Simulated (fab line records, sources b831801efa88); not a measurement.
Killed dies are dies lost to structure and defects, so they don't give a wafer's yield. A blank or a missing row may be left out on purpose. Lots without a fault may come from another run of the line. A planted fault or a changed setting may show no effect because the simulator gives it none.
One fault seen from 2 desks | flow gf180mcu | each desk has only its own numbers; what lay behind them comes last

THE TOOL OWNER'S DESK: lpcvd-01
The tool's own readings at GF_STI_CVD_03 (deposits Si3N4 from DCS/NH3, target thk 207.16 nm, time 3551 s): means of the sampled wafers that have a number, for each lot that ran on this tool. A lot is out of limits, marked OUT, if its mean lies more than 4 standard deviations from the usual mean; the brackets give that distance.
Columns: A = zone_power_lower_pct at GF_STI_CVD_03, usual 12.6 %
lot  | first seen here | A
L309 | day 1 17:04     | 12.5
L316 | day 3 03:51     | 12.6
L317 | day 3 10:50     | 12.6
L328 | day 5 20:13     | 12.6
L331 | day 6 06:34     | 12.6
This desk's finding: nothing out of limits on any of the 5 lots.

THE METROLOGY DESK
What the gauges read, lot by lot, whatever tool the lot ran on: means of the sampled wafers that have a number. A lot is out of limits, marked OUT, if its mean lies more than 4 standard deviations from the usual mean; the brackets give that distance.
Columns: A = STI_CVD_03_THK at GF_STI_THK_MEAS_04, usual 206.5 nm; B = STI_CVD_23_THK at GF_STI_THK_MEAS_24, usual 647 nm; C = LVPWELL_OVL at GF_LVPWELL_OVL_MEAS_07, usual 1.0 nm
lot  | first seen here | A               | B   | C
L309 | day 1 19:02     | 207.5           | 657 | 0.3
L312 | day 2 09:58     | 208.7           | 653 | -1.8
L316 | day 3 05:51     | 247.4 (+17) OUT | 649 | 1.5
L317 | day 3 12:50     | 244.5 (+16) OUT | 639 | 2.1
L318 | day 3 18:17     | 207.4           | 647 | 1.8
L321 | day 4 08:36     | 207.5           | 642 | 0.4
L323 | day 4 18:23     | 208.9           | 638 | -0.3
L325 | day 5 02:34     | 207.6           | 643 | 0.6
L328 | day 5 22:12     | 206.3           | 646 | 0.6
L329 | day 6 00:13     | 209.1           | 638 | 1.8
L330 | day 6 04:32     | 211.0           | 655 | -0.1
L331 | day 6 08:34     | 207.4           | 644 | 2.5
This desk's finding: out of limits on L316, L317; first on L316, day 3 05:51 (STI_CVD_03_THK at GF_STI_THK_MEAS_04). In limits: L309, L312, L318, L321, L323, L325, L328, L329, L330, L331.

PUT TOGETHER
The metrology desk could have raised an alarm at day 3 05:51, on L316, L317.
The tool owner's desk saw nothing out of limits.
The tool owner's desk has L316, L317 on record, within its limits.
Of the lots named, all ran GF_STI_CVD_03 on lpcvd-01.

WHAT THE SIMULATOR HAD PUT IN
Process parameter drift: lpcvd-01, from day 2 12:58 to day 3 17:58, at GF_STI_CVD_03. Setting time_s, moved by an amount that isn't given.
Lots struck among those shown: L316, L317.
Hours from the fault's start to each desk's first reading out of limits: the metrology desk, 17.
